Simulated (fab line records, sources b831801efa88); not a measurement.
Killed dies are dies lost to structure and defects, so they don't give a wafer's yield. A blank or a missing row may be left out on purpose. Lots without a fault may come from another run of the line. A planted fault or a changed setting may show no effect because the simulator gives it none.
A struck lot beside a sound one | flow gf180mcu | 44 steps out of a route of 602
Sound: wafers L455.2, L455.3, L455.4. Struck: wafer L461.2. The cause comes at the end.
At each step with rows: each side's tool, then ch and its chambers, then its first start. Under that, the readings that differ: sound wafers | struck wafers | difference of the means | sigmas: that difference in standard deviations of wafers without a fault.
alike: readings whose means differ by less than 2 such deviations, and words and numbers that are the same on both sides. not compared: withheld readings, readings that some wafer has no value for, bounds like >300 that may hide the same value, and numbers for which the record gives no deviation and whose values overlap.
The two part at a step that has a row with sigmas, a row that says differs or no value, or rows on one side only. Numbers that don't overlap but have no deviation are shown without sigmas and don't part them. A reading that every wafer of one side lacks parts them only if that side has two wafers or more.

first, 4 steps without rows for these wafers: GF_V4_CLEAN_20 (cleans in DIW); GF_V4_SPUTTER_21 (material Ti, target thk 15 nm, time 80.02 s); GF_V4_SPUTTER_22 (material TiN, target thk 10 nm, time 40 s); GF_V4_CVD_23 (deposits W, target thk 350 nm, time 104.9 s).
GF_V4_RS_MEAS_24: measures by four-point-probe.
  sound on film_metro-04, day 28 11:49; struck on film_metro-03, day 30 03:04
  alike: V4_W_RS
GF_V4_THK_MEAS_25: measures by xrf.
  sound on film_metro-04, day 28 11:56; struck on film_metro-03, day 30 03:11
  reading       | sound       | struck | difference | sigmas
  V4_W_THK (nm) | 359 354 354 | 345    | -11        | -2
GF_V4_CMP_26: polishes, stops on SiO2, t overpolish 15 s, target thk 0 nm.
  sound on cmp-01 ch 0,2,3, day 28 11:59; struck on cmp-01 ch 0, day 30 03:14
  reading          | sound             | struck | difference | sigmas
  platen_rpm (rpm) | 60.01 60.06 60.00 | 59.89  | -0.13      | -3
  alike: motor_current_A, overpolish_run_s, slurry_flow_ml_min, time_to_endpoint_s
then, 5 steps without rows for these wafers: GF_MIM_SPUTTER_00 (material Ti, target thk 37.5 nm, time 150 s); GF_MIM_SPUTTER_01 (material TiN, target thk 30 nm, time 25 s); GF_MIM_SPUTTER_02 (material AlCu, target thk 450 nm, time 23.9 s); GF_MIM_SPUTTER_03 (material Ti, target thk 10 nm, time 6.7 s); GF_MIM_SPUTTER_04 (material TiN, target thk 50 nm, time 41.7 s).
GF_MIM_CVD_05: deposits Si3N4, target thk 42 nm, time 29.086 s.
  sound on pecvd-03 ch 0,1, day 28 12:31; struck on pecvd-03 ch 2, day 30 03:45
  reading                               | sound            | struck | difference | sigmas
  run_length_s (s)                      | 57.6 58.2 58.4   | 51.7   | -6.4       | -11
  model.Si3N4_of_MIM_CVD_05.thk_nm (nm) | 41.24 41.32 42.3 | 35.15  | -6.47      |
  alike: heater_power_w
GF_MIM_THK_MEAS_06:
  sound on film_metro-04, day 28 12:40; struck on film_metro-04, day 30 03:48
  reading             | sound          | struck | difference | sigmas
  MIM_CVD_05_THK (nm) | 41.3 41.4 42.3 | 35.2   | -6.5       | -10
then, 1 step without rows for these wafers: GF_MIM_SPUTTER_07 (material TiN, target thk 60 nm, time 50 s).
GF_MIM_SPUTTER_08: material AlCu, target thk 200 nm, time 10.6 s.
  sound on pvd_sputter-02, day 28 12:46; struck on pvd_sputter-04, day 30 03:53
  alike: throttle_valve_pct
then, 1 step without rows for these wafers: GF_MIM_SPUTTER_09 (material TiN, target thk 35 nm, time 29.2 s).
GF_MIM_RS_MEAS_10: measures by four-point-probe.
  sound on film_metro-01, day 28 12:50; struck on film_metro-04, day 30 03:58
  alike: MIM_ALCU_RS
GF_MIM_THK_MEAS_11: measures by xrf.
  sound on film_metro-01, day 28 12:57; struck on film_metro-04, day 30 04:05
  alike: MIM_ALCU_THK
then, 8 steps without rows for these wafers: GF_MIM_DEHYDRATE_12 (time 60 s); GF_MIM_HMDS_13 (prime time 60 s); GF_MIM_COAT_14 (resist thk 1000 nm); GF_MIM_SOFTBAKE_15 (time 60 s); GF_MIM_EXPOSE_16 (exposes mask FuseTop, target cd 2000 nm); GF_MIM_PEB_17; GF_MIM_DEVELOP_18 (develop time 60 s); GF_MIM_METAL_ETCH_19 (etches the open film in Cl2/BCl3, stops on Si3N4, target depth 324.5 nm, time 54.1 s).
GF_MIM_STRIP_20: strips in O2/N2.
  sound on plasma_asher-03 ch 0,1, day 29 08:27; struck on plasma_asher-04 ch 0, day 30 22:17
  alike: drypump_motor_current_A, heater_power_w, n2_flow_sccm, o2_flow_sccm, oes_product_au, strip_time_to_endpoint_s
  not compared: rf_hours_counter_h
then, 9 steps without rows for these wafers: GF_MIM_STRIP_21 (strips in post etch residue remover, time 1200 s); GF_MIM_CLEAN_22 (cleans in DIW); GF_M5_DEHYDRATE_00 (time 60 s); GF_M5_HMDS_01 (prime time 60 s); GF_M5_COAT_02 (resist thk 1000 nm); GF_M5_SOFTBAKE_03 (time 60 s); GF_M5_EXPOSE_04 (exposes mask Metal5, target cd 280 nm); GF_M5_PEB_05 (peb time 90 s); GF_M5_DEVELOP_06 (develop time 60 s).
GF_M5_CD_MEAS_07: target cd 280 nm.
  sound on cd_sem-01, day 30 03:50; struck on cd_sem-01, day 31 15:51
  alike: cd_nm
GF_M5_OVL_MEAS_08:
  sound on overlay-02, day 30 03:56; struck on overlay-01, day 31 15:57
  alike: M5_OVL
then, 1 step without rows for these wafers: GF_M5_ETCH_09 (etches Si3N4 in CF4/O2, target depth 52 nm, time 11.6 s).
GF_M5_METAL_ETCH_10: etches the open film in Cl2/BCl3, stops on SiO2, target depth 750.8 nm, time 125.1 s.
  sound on rie_metal-01 ch 0,1, day 30 03:59; struck on rie_metal-04 ch 0, day 31 16:01
  alike: bcl3_flow_sccm, drypump_motor_current_A, oes_product_au, throttle_valve_pct
  not compared: rf_hours_counter_h
GF_M5_STRIP_11: strips in O2/N2.
  sound on plasma_asher-02 ch 0,1, day 30 04:07; struck on plasma_asher-03 ch 0, day 31 16:08
  alike: drypump_motor_current_A, heater_power_w, n2_flow_sccm, o2_flow_sccm, oes_product_au, strip_time_to_endpoint_s
  not compared: rf_hours_counter_h
GF_M5_STRIP_12: strips in post etch residue remover, time 1200 s.
  sound on wet_bench-04 ch 0, day 30 04:13; struck on wet_bench-01 ch 0, day 31 16:14
  reading                               | sound            | struck | difference | sigmas
  model.Si3N4_of_MIM_CVD_05.thk_nm (nm) | 40.52 40.6 41.58 | 34.43  | -6.47      |
  alike: temp_c
then, 1 step without rows for these wafers: GF_PASSIVATION_PROBE_99.

WHERE THEY PART
First at GF_V4_THK_MEAS_25; last, within this record, at GF_MIM_THK_MEAS_06. Later steps at which nothing parts them and some readings are alike: GF_MIM_SPUTTER_08, GF_MIM_RS_MEAS_10, GF_MIM_THK_MEAS_11, GF_MIM_STRIP_20, GF_M5_CD_MEAS_07, GF_M5_OVL_MEAS_08, GF_M5_METAL_ETCH_10, GF_M5_STRIP_11, GF_M5_STRIP_12.

WHY: what the simulator had put in
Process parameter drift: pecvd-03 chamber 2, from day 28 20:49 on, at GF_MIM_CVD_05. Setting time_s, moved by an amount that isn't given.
